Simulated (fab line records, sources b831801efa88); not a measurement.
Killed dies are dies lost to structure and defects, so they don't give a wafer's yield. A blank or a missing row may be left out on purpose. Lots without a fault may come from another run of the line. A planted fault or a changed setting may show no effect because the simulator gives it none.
fab line records | flow sky130
record lots=6 wafers=18 last_day=50
route steps=708 shown PASSIVATION@689 PAD_OPEN@694
lots that met no fault: from a run of the same line without faults
start_h: hours from the record's first day to the start of the lot's first wafer shown | wait_h: hours since the lot's step before | " the same as in the row above | L1.1+2: a row that stands for several wafers | - no value, or no start given | * or withheld: withheld | < > ~ a bound
route shown NAME@n: a module of which the file shows steps, and the number in the route of the first | usual: mean/standard deviation of fault-free wafers | same: alike in all rows | chamber/n: place in a boat | sites: the reading at each site | _std_site: their standard deviation | _edge_site: outer sites' mean less inner sites' | radius_mm: how far each site lies from the wafer's centre | mask NAME#n: copy n | behind: the tool/chamber that last shaped the wafer | hold: why the lot was held/for how many hours/how that ended | device: the transistor (n, p or np) that didn't switch | end of line: the same wafers' tests at the end of the route | a step without rows: its recipe alone | killed: dies lost to structure and defects at the first sort, not the wafer's yield | map: a wafer's dies, x killed, . not, _ none there
set.NAME: the setting as run; set.NAME@STEP: as run at that earlier step | model.NAME: the simulator's own value behind a step, which no gauge read
lots at some steps of the route; a table a step, a row a wafer
services: from which hour (start_h, from the record's first day; less than 0 if before it) a tool's chamber was out of use, for how many hours, and why
## steps
# step SKY_PASSIVATION_EXPOSE_08
# recipe mask_id=NSM target_cd_nm=3000 na=0.57 dose_mj=260
# step SKY_PASSIVATION_PEB_09
# recipe temp_c=115 time_s=withheld
# step SKY_PASSIVATION_DEVELOP_10
# recipe develop_time_s=60 dev_temp_c=23
# step SKY_PASSIVATION_ETCH_11
# recipe chemistry=CF4/O2 target_depth_nm=725 stop_on=AlCu source_w=800 bias_w=150 pressure_mtorr=150 cf4_flow_sccm=80 O2_flow_sccm=10 time_s=161.1
# usual O2_flow_sccm=10.000/0.029 bias_w=150.0/0.43 drypump_motor_current_A=5.7/0.42 oes_product_au=0.974/0.0072 throttle_valve_pct=5.964/0.0093
# columns lot.wafer tool chamber start_h wait_h O2_flow_sccm bias_w drypump_motor_current_A oes_product_au rf_hours_counter_h throttle_valve_pct
L837.1 rie_diel-04 1 1075.09 - 10.010 150.9 5.8 0.981 19 5.958
L837.3 " 2 " " 10.081 150.8 5.3 0.967 23 5.965
L837.5 " 2 " " 10.038 150.6 5.3 0.977 - 5.970
L842.1 rie_diel-02 2 1106.89 - 10.002 150.4 6.3 0.975 19 5.963
L842.3 " 3 " " 10.012 150.5 6.0 0.972 23 5.971
L842.4 " 1 " " 10.010 150.1 5.4 0.977 21 5.962
L843.2 rie_diel-04 2 1108.29 - 10.015 149.6 5.3 0.967 25 5.955
L843.5 " 1 " " 9.981 150.2 5.8 0.975 - 5.964
L843.6 " 2 " " 10.020 150.0 5.3 0.983 - 5.959
L852.2 rie_diel-01 1 1165.78 - 10.019 150.4 5.8 0.984 18 5.948
L852.5 " 1 " " 9.981 150.1 5.8 0.975 - 5.944
L852.6 " 2 " " 9.980 149.7 6.3 0.975 - 5.969
L853.2 rie_diel-04 2 1166.48 - 10.020 149.6 5.3 0.965 28 5.960
L853.3 " 0 " " 9.986 150.2 5.0 0.962 26 5.968
L853.6 " 2 " " 10.028 149.9 5.3 0.977 - 5.977
L854.1 rie_diel-04 0 1169.43 - 10.018 149.8 5.0 0.965 26 5.963
L854.2 " 3 " " 9.985 149.7 5.0 0.965 21 5.950
L854.4 " 1 " " 10.005 149.9 5.7 0.985 24 5.962
# step SKY_PASSIVATION_STRIP_12
# recipe chemistry=O2/N2 power_w=1400 pressure_mtorr=1500 platen_temp_c=withheld overash_fraction=0.7 o2_flow_sccm=3000 n2_flow_sccm=300
# usual drypump_motor_current_A=5.7/0.45 oes_product_au=0.662/0.0049 strip_time_to_endpoint_s=31.49/0.12
# columns lot.wafer tool chamber start_h wait_h drypump_motor_current_A oes_product_au rf_hours_counter_h strip_time_to_endpoint_s
L837.1 plasma_asher-04 0 1075.20 0.1 6.3 0.661 33 31.61
L837.3 " 1 " " 5.5 0.666 - 31.49
L837.5 " 1 " " 5.6 0.656 - 31.48
L842.1 plasma_asher-02 1 1107.00 0.1 5.2 0.663 4 31.52
L842.3 " 0 " " 5.1 0.654 - 31.60
L842.4 " 1 " " 5.2 0.660 - 31.73
L843.2 plasma_asher-04 0 1108.40 0.1 6.2 0.677 36 31.51
L843.5 " 1 " " 5.5 0.672 - 31.41
L843.6 " 0 " " 6.2 0.657 - 31.56
L852.2 plasma_asher-03 1 1165.88 0.1 5.9 0.660 68 31.57
L852.5 " 1 " " 5.9 0.661 - 31.74
L852.6 " 0 " " 6.3 0.659 - 31.67
L853.2 plasma_asher-02 0 1166.58 0.1 5.2 0.665 10 31.77
L853.3 " 1 " " 5.2 0.665 - 31.67
L853.6 " 1 " " 5.2 0.660 - 31.82
L854.1 plasma_asher-04 1 1169.53 0.1 5.6 0.665 42 31.45
L854.2 " 0 " " 6.2 0.668 42 31.52
L854.4 " 0 " " 6.2 0.659 - 31.50
# step SKY_PAD_OPEN_DEHYDRATE_00
# recipe temp_c=200 time_s=60
# step SKY_PAD_OPEN_HMDS_01
# recipe prime_time_s=59.09 prime_temp_c=120
# step SKY_PAD_OPEN_COAT_02
# recipe spin_rpm=2000 resist_thk_nm=3000
# step SKY_PAD_OPEN_SOFTBAKE_03
# recipe temp_c=110 time_s=withheld
# step SKY_PAD_OPEN_EXPOSE_04
# recipe mask_id=PDM target_cd_nm=60000 na=0.57 dose_mj=260
# step SKY_PAD_OPEN_PEB_05
# recipe temp_c=115 time_s=withheld
# step SKY_PAD_OPEN_DEVELOP_06
# recipe develop_time_s=60 dev_temp_c=23
# step SKY_PAD_OPEN_ETCH_07
# recipe chemistry=CF4/O2 target_depth_nm=725 stop_on=AlCu source_w=800 bias_w=150 pressure_mtorr=150 cf4_flow_sccm=80 O2_flow_sccm=10 time_s=161.1
# usual O2_flow_sccm=9.999/0.028 bias_w=150.0/0.43 drypump_motor_current_A=5.5/0.37 oes_product_au=0.975/0.0071 throttle_valve_pct=5.964/0.0088
# columns lot.wafer tool chamber start_h wait_h O2_flow_sccm bias_w drypump_motor_current_A oes_product_au rf_hours_counter_h throttle_valve_pct
L837.1 rie_diel-02 1 1095.79 - 10.008 149.8 5.4 0.973 21 5.963
L837.3 " 0 " " 9.980 149.7 5.9 0.973 17 5.967
L837.5 " 3 " " 9.976 149.8 6.0 0.981 - 5.953
L842.1 rie_diel-02 2 1127.23 - - - - - - -
L842.3 " 0 " " - - - - - -
L842.4 " 1 " " - - - - - -
L843.2 rie_diel-03 3 1128.54 - - - - - - -
L843.5 " 2 " " - - - - - -
L843.6 " 3 " " - - - - - -
L852.2 rie_diel-04 2 1182.89 - 10.001 150.1 5.3 0.970 28 5.976
L852.5 " 1 " " 9.977 149.8 5.7 0.981 - 5.956
L852.6 " 0 " " 10.012 150.7 5.1 0.982 - 5.976
L853.2 rie_diel-03 0 1183.93 - 10.036 150.9 5.9 0.977 10 5.963
L853.3 " 2 " " 10.025 149.3 5.1 0.972 7 5.961
L853.6 " 1 " " 9.949 150.4 5.4 0.971 - 5.951
L854.1 rie_diel-03 1 1186.83 - 9.985 149.7 5.3 0.967 22 5.965
L854.2 " 2 " " 9.975 149.8 5.1 0.977 7 5.964
L854.4 " 0 " " 10.048 149.9 5.9 0.981 11 5.977
# step SKY_PAD_OPEN_STRIP_08
# recipe chemistry=O2/N2 power_w=1400 pressure_mtorr=1500 platen_temp_c=withheld overash_fraction=0.7 o2_flow_sccm=3000 n2_flow_sccm=300
# usual drypump_motor_current_A=5.8/0.44 oes_product_au=0.662/0.0048 strip_time_to_endpoint_s=37.02/0.11
# columns lot.wafer tool chamber start_h wait_h drypump_motor_current_A oes_product_au rf_hours_counter_h strip_time_to_endpoint_s
L837.1 plasma_asher-01 0 1095.90 0.1 5.4 0.663 97 36.93
L837.3 " 1 " " 6.2 0.659 - 36.85
L837.5 " 1 " " 6.2 0.654 - 36.95
L842.1 plasma_asher-01 1 1127.33 0.1 6.2 0.668 100 37.00
L842.3 " 1 " " 6.2 0.659 - 37.02
L842.4 " 0 " " 5.4 0.660 - 37.07
L843.2 plasma_asher-01 0 1128.65 0.1 5.4 0.658 100 36.83
L843.5 " 1 " " 6.2 0.665 - 36.72
L843.6 " 0 " " 5.4 0.662 - 36.80
L852.2 plasma_asher-03 1 1183.00 0.1 5.9 0.663 70 36.77
L852.5 " 0 " " 6.3 0.664 - 36.97
L852.6 " 1 " " 5.9 0.664 - 36.77
L853.2 plasma_asher-01 1 1184.03 0.1 6.2 0.661 106 37.12
L853.3 " 1 " " 6.2 0.661 - 36.98
L853.6 " 1 " " 6.1 0.661 - 37.08
L854.1 plasma_asher-01 0 1186.93 0.1 5.4 0.668 106 37.20
L854.2 " 1 " " 6.2 0.671 106 37.19
L854.4 " 0 " " 5.4 0.662 - 37.17
# step SKY_PAD_OPEN_PROBE_99
# usual defect_limited_yield=82.5/2.1 killed_at_M0_to_M3=43/7.7 killed_at_M4_up=3.4/1.9 killed_at_contacts=25/5.6 killed_at_front_end=14/4.3 killed_at_other=0.2/0.5 killed_dies=86/10 killed_on_rim=17/4.1 killed_open=47/7.2 killed_short=39/6.7 sort_bin_3_pad_short=0.9/0.46 sort_bin_5_function=10.4/1.5 sort_bin_6_memory=6.2/1.2 sort_n_pass=406/10 sort_yield_pct=82.5/2.1
# same gross_dies=492 killed_at_back_side=0 sort_bin_4_leakage[%]=0 sort_bin_8_speed[%]=0
# columns lot.wafer tool chamber start_h wait_h defect_limited_yield[%] killed_at_M0_to_M3 killed_at_M4_up killed_at_contacts killed_at_front_end killed_at_other killed_dies killed_on_rim killed_open killed_short sort_bin_3_pad_short[%] sort_bin_5_function[%] sort_bin_6_memory[%] sort_n_pass sort_yield_pct[%] model.etest.tester.sort_n_pass model.etest.tester.sort_bin_5_pct model.etest.tester.sort_yield_pct model.etest.pfet_01v8_hvt.under_floor model.etest.nfet_05v0_nvt.open model.etest.licon_high_po.open model.etest.sonos_erased.open model.etest.pad.open
L837.1 prober-01 - 1098.14 0.1 78.5 46 4 35 21 0 106 29 56 50 1.0 13.0 7.5 386 78.5 386 13.01 78.46 0 0 0 0 0
L837.3 prober-01 - 1098.24 0.2 82.9 37 2 28 17 0 84 16 38 46 0.4 11.4 5.3 408 82.9 408 11.38 82.93 0 0 0 0 0
L837.5 prober-01 - 1098.34 0.2 81.9 44 1 25 19 0 89 19 45 44 0.4 10.2 7.5 403 81.9 403 10.16 81.91 0 0 0 0 0
L842.1 prober-02 - 1129.54 0.1 0 37 2 16 13 424 492 96 35 34 0.8 95.3 3.9 0 0 0 95.33 0 1 1 1 1 1
L842.3 prober-02 - 1129.64 0.2 0 40 4 25 13 410 492 96 57 25 0.8 92.7 6.5 0 0 0 92.68 0 1 1 1 1 1
L842.4 prober-02 - 1129.69 0.2 0 30 5 23 9 425 492 96 36 31 0.4 95.9 3.7 0 0 0 95.94 0 1 1 1 1 1
L843.2 prober-01 - 1130.91 0.1 0 43 4 27 6 412 492 96 46 34 0.6 93.5 5.9 0 0 0 93.5 0 1 1 1 1 1
L843.5 prober-01 - 1131.06 0.2 0 51 6 26 22 387 492 96 59 46 1.4 91.9 6.7 0 0 0 91.87 0 1 1 1 1 1
L843.6 prober-01 - 1131.11 0.2 0 43 1 34 24 390 492 96 65 37 0 92.1 7.9 0 0 0 92.07 0 1 1 1 1 1
L852.2 prober-02 - 1185.26 0.1 83.9 27 5 34 13 0 79 16 45 34 0.8 9.6 5.7 413 83.9 413 9.553 83.94 0 0 0 0 0
L852.5 prober-02 - 1185.41 0.2 81.3 37 2 37 15 1 92 23 56 36 1.0 11.4 6.3 400 81.3 400 11.38 81.3 0 0 0 0 0
L852.6 prober-02 - 1185.46 0.2 83.3 32 2 29 19 0 82 19 44 38 1.2 10.2 5.3 410 83.3 410 10.16 83.33 0 0 0 0 0
L853.2 prober-01 - 1186.31 0.1 82.5 43 10 23 9 1 86 15 51 35 0.6 11.2 5.7 406 82.5 406 11.18 82.52 0 0 0 0 0
L853.3 prober-01 - 1186.36 0.2 80.9 51 7 21 15 0 94 17 45 49 1.4 10.6 7.1 398 80.9 398 10.57 80.89 0 0 0 0 0
L853.6 prober-01 - 1186.51 0.2 81.1 48 3 23 19 0 93 18 59 34 0.4 11.4 7.1 399 81.1 399 11.38 81.1 0 0 0 0 0
L854.1 prober-02 - 1189.35 0.1 80.7 50 5 28 12 0 95 20 47 48 0.6 11.4 7.3 397 80.7 397 11.38 80.69 0 0 0 0 0
L854.2 prober-02 - 1189.40 0.1 82.3 45 2 29 11 0 87 15 46 41 0.2 10.8 6.7 405 82.3 405 10.77 82.32 0 0 0 0 0
L854.4 prober-02 - 1189.50 0.2 82.1 48 5 26 8 1 88 15 46 42 1.4 10.6 5.9 404 82.1 404 10.57 82.11 0 0 0 0 0
# killed by level:class
L837.1 LI_CONTACT:geometric_particle:open=13 CONTACT:geometric_particle:open=9 VIA1:geometric_particle:open=8 METAL2:geometric_particle:short=8 FIELD_ISO:geometric_particle:short=7 VIA2:geometric_particle:open=7 POLY_GATE:geometric_particle:short=6 FIELD_ISO:geometric_particle:open=5
L837.3 CONTACT:geometric_particle:open=9 LI_CONTACT:geometric_particle:open=8 VIA3:geometric_particle:short=8 METAL1:geometric_particle:short=6 VIA2:geometric_particle:open=6 POLY_GATE:geometric_particle:short=5 LOCAL_INTERCONNECT:geometric_particle:short=5 VIA1:geometric_particle:open=5
L837.5 VIA1:geometric_particle:open=10 FIELD_ISO:geometric_particle:short=8 LI_CONTACT:geometric_particle:open=7 LOCAL_INTERCONNECT:geometric_particle:short=7 CONTACT:geometric_particle:open=7 VIA1:geometric_particle:short=6 VIA3:geometric_particle:open=6 METAL1:geometric_particle:short=5
L842.1 PAD_OPEN:area_etch=423 VIA1:geometric_particle:open=11 FIELD_ISO:geometric_particle:short=5 METAL2:geometric_particle:short=5 LI_CONTACT:geometric_particle:open=5 METAL1:geometric_particle:short=5 CONTACT:geometric_particle:open=5 VIA3:geometric_particle:open=5
L842.3 PAD_OPEN:area_etch=410 VIA1:geometric_particle:open=18 CONTACT:geometric_particle:open=9 LI_CONTACT:geometric_particle:open=6 FIELD_ISO:geometric_particle:open=5 VIA2:geometric_particle:open=4 LOCAL_INTERCONNECT:geometric_particle:short=4 METAL1:geometric_particle:short=4
L842.4 PAD_OPEN:area_etch=425 VIA1:geometric_particle:open=9 LI_CONTACT:geometric_particle:open=6 METAL4:geometric_particle:short=5 LOCAL_INTERCONNECT:geometric_particle:short=5 CONTACT:geometric_particle:open=5 FIELD_ISO:geometric_particle:open=4 VIA3:geometric_particle:open=4
L843.2 PAD_OPEN:area_etch=412 CONTACT:geometric_particle:open=12 VIA1:geometric_particle:open=9 LI_CONTACT:geometric_particle:open=8 METAL1:geometric_particle:short=8 VIA2:geometric_particle:open=7 CONTACT:geometric_particle:short=5 METAL2:geometric_particle:short=5
L843.5 PAD_OPEN:area_etch=387 VIA1:geometric_particle:open=12 CONTACT:geometric_particle:open=10 FIELD_ISO:geometric_particle:open=8 VIA3:geometric_particle:open=7 METAL1:geometric_particle:short=6 METAL2:geometric_particle:short=6 FIELD_ISO:geometric_particle:short=5
L843.6 PAD_OPEN:area_etch=390 CONTACT:geometric_particle:open=13 VIA1:geometric_particle:open=13 LI_CONTACT:geometric_particle:open=11 FIELD_ISO:geometric_particle:short=9 FIELD_ISO:geometric_particle:open=9 METAL1:geometric_particle:short=7 VIA3:geometric_particle:short=4
L852.2 LI_CONTACT:geometric_particle:open=11 VIA1:geometric_particle:open=10 CONTACT:geometric_particle:short=7 CONTACT:geometric_particle:open=7 LOCAL_INTERCONNECT:geometric_particle:short=6 FIELD_ISO:geometric_particle:short=4 VIA2:geometric_particle:open=4 METAL2:geometric_particle:short=4
L852.5 CONTACT:geometric_particle:open=12 VIA1:geometric_particle:open=10 LI_CONTACT:geometric_particle:open=10 CONTACT:geometric_particle:short=7 VIA2:geometric_particle:open=6 FIELD_ISO:geometric_particle:open=4 LOCAL_INTERCONNECT:geometric_particle:short=4 METAL1:geometric_particle:short=4
L852.6 CONTACT:geometric_particle:open=10 CONTACT:geometric_particle:short=8 VIA1:geometric_particle:open=8 LI_CONTACT:geometric_particle:open=7 FIELD_ISO:geometric_particle:open=6 FIELD_ISO:geometric_particle:short=6 VIA2:geometric_particle:open=6 VIA3:geometric_particle:short=4
L853.2 CONTACT:geometric_particle:open=11 VIA1:geometric_particle:open=11 METAL4:geometric_particle:short=8 VIA2:geometric_particle:open=6 VIA3:geometric_particle:open=6 METAL1:geometric_particle:short=5 METAL2:geometric_particle:short=5 LI_CONTACT:geometric_particle:open=4
L853.3 METAL2:geometric_particle:short=10 LI_CONTACT:geometric_particle:open=8 VIA3:geometric_particle:open=8 CONTACT:geometric_particle:open=7 VIA1:geometric_particle:short=7 VIA1:geometric_particle:open=6 FIELD_ISO:geometric_particle:short=5 VIA2:geometric_particle:short=5
L853.6 VIA1:geometric_particle:open=13 VIA2:geometric_particle:open=9 CONTACT:geometric_particle:open=8 FIELD_ISO:geometric_particle:open=6 LI_CONTACT:geometric_particle:open=6 CONTACT:geometric_particle:short=6 VIA1:geometric_particle:short=6 VIA3:geometric_particle:open=5
L854.1 VIA1:geometric_particle:open=12 CONTACT:geometric_particle:open=12 CONTACT:geometric_particle:short=9 VIA1:geometric_particle:short=8 VIA2:geometric_particle:short=8 METAL2:geometric_particle:short=6 FIELD_ISO:geometric_particle:open=5 VIA2:geometric_particle:open=4
L854.2 VIA1:geometric_particle:open=11 CONTACT:geometric_particle:open=10 LI_CONTACT:geometric_particle:open=8 VIA2:geometric_particle:open=7 METAL2:geometric_particle:short=6 VIA2:geometric_particle:short=6 LOCAL_INTERCONNECT:geometric_particle:short=5 METAL1:geometric_particle:short=5
L854.4 VIA1:geometric_particle:open=10 CONTACT:geometric_particle:open=9 CONTACT:geometric_particle:short=8 VIA2:geometric_particle:open=8 VIA3:geometric_particle:open=7 VIA1:geometric_particle:short=5 VIA2:geometric_particle:short=4 FIELD_ISO:geometric_particle:open=3
# map L842.1 (x killed, . not)
__________xxxxxxxxxx_________
________xxxxxxxxxxxxxx_______
______xxxxxxxxxxxxxxxxxx_____
_____xxxxxxxxxxxxxxxxxxxx____
____xxxxxxxxxxxxxxxxxxxxxx___
___xxxxxxxxxxxxxxxxxxxxxxxx__
__xxxxxxxxxxxxxxxxxxxxxxxxxx_
_xxxxxxxxxxxxxxxxxxxxxxxxxxxx
_xxxxxxxxxxxxxxxxxxxxxxxxxxxx
_xxxxxxxxxxxxxxxxxxxxxxxxxxxx
_xxxxxxxxxxxxxxxxxxxxxxxxxxxx
_xxxxxxxxxxxxxxxxxxxxxxxxxxxx
_xxxxxxxxxxxxxxxxxxxxxxxxxxxx
_xxxxxxxxxxxxxxxxxxxxxxxxxxxx
_xxxxxxxxxxxxxxxxxxxxxxxxxxxx
__xxxxxxxxxxxxxxxxxxxxxxxxxx_
___xxxxxxxxxxxxxxxxxxxxxxxx__
____xxxxxxxxxxxxxxxxxxxxxx___
_____xxxxxxxxxxxxxxxxxxxx____
______xxxxxxxxxxxxxxxxxx_____
________xxxxxxxxxxxxxx_______
__________xxxxxxxxxx_________
# map L843.2 (x killed, . not)
__________xxxxxxxxxx_________
________xxxxxxxxxxxxxx_______
______xxxxxxxxxxxxxxxxxx_____
_____xxxxxxxxxxxxxxxxxxxx____
____xxxxxxxxxxxxxxxxxxxxxx___
___xxxxxxxxxxxxxxxxxxxxxxxx__
__xxxxxxxxxxxxxxxxxxxxxxxxxx_
_xxxxxxxxxxxxxxxxxxxxxxxxxxxx
_xxxxxxxxxxxxxxxxxxxxxxxxxxxx
_xxxxxxxxxxxxxxxxxxxxxxxxxxxx
_xxxxxxxxxxxxxxxxxxxxxxxxxxxx
_xxxxxxxxxxxxxxxxxxxxxxxxxxxx
_xxxxxxxxxxxxxxxxxxxxxxxxxxxx
_xxxxxxxxxxxxxxxxxxxxxxxxxxxx
_xxxxxxxxxxxxxxxxxxxxxxxxxxxx
__xxxxxxxxxxxxxxxxxxxxxxxxxx_
___xxxxxxxxxxxxxxxxxxxxxxxx__
____xxxxxxxxxxxxxxxxxxxxxx___
_____xxxxxxxxxxxxxxxxxxxx____
______xxxxxxxxxxxxxxxxxx_____
________xxxxxxxxxxxxxx_______
__________xxxxxxxxxx_________
## services
# columns tool chamber start_h hours kind
plasma_asher-02 - 1055.25 9.0 pm
plasma_asher-02 0 1055.25 9.0 vent_cycle
plasma_asher-02 1 1055.25 9.0 vent_cycle
rie_diel-02 1 1060.69 7.9 repair
plasma_asher-02 0 1064.25 - clean
plasma_asher-02 1 1064.25 - clean
rie_diel-03 0 1073.54 5.6 repair
rie_diel-04 0 1074.41 38.8 repair
rie_diel-01 0 1076.94 6.2 repair
plasma_asher-04 - 1079.70 2.8 pm
rie_diel-01 2 1087.04 7.2 repair
rie_diel-01 3 1099.12 5.6 repair
rie_diel-04 0 1130.65 30.7 repair
rie_diel-01 1 1131.29 15.0 repair
rie_diel-02 1 1148.38 1.5 repair
plasma_asher-02 - 1172.44 4.0 pm
rie_diel-04 - 1181.63 0.6 repair
## key
first_sign step=SKY_PAD_OPEN_ETCH_07 reading=tool_record direction=missing
effect step=SKY_PAD_OPEN_PROBE_99 reading=killed_at_other direction=up sigmas=99+ usual=0.2 struck=408
model_effect step=SKY_PAD_OPEN_PROBE_99 value=etest.tester.sort_n_pass without=407.8 struck=0
more_kills_born_at SKY_PAD_OPEN_ETCH_07@rie_diel-02=1258 SKY_PAD_OPEN_ETCH_07@rie_diel-03=1189
met_at SKY_PAD_OPEN_ETCH_07
struck_wafers L842.1,L842.3,L842.4,L843.2,L843.5,L843.6
later_rows_left_out L842.1,L842.3,L842.4,L843.2,L843.5,L843.6
onset_between 1095.79 1127.23
fault kind=skipped_step_whole tool=rie_diel-02,rie_diel-03 chamber=- onset_h=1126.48 steps=SKY_PAD_OPEN_ETCH_07 scope=struck_lots_only
# later_rows_left_out: the simulator's readings of these wafers behind a module that went badly wrong aren't trusted and aren't shown, but for the sort
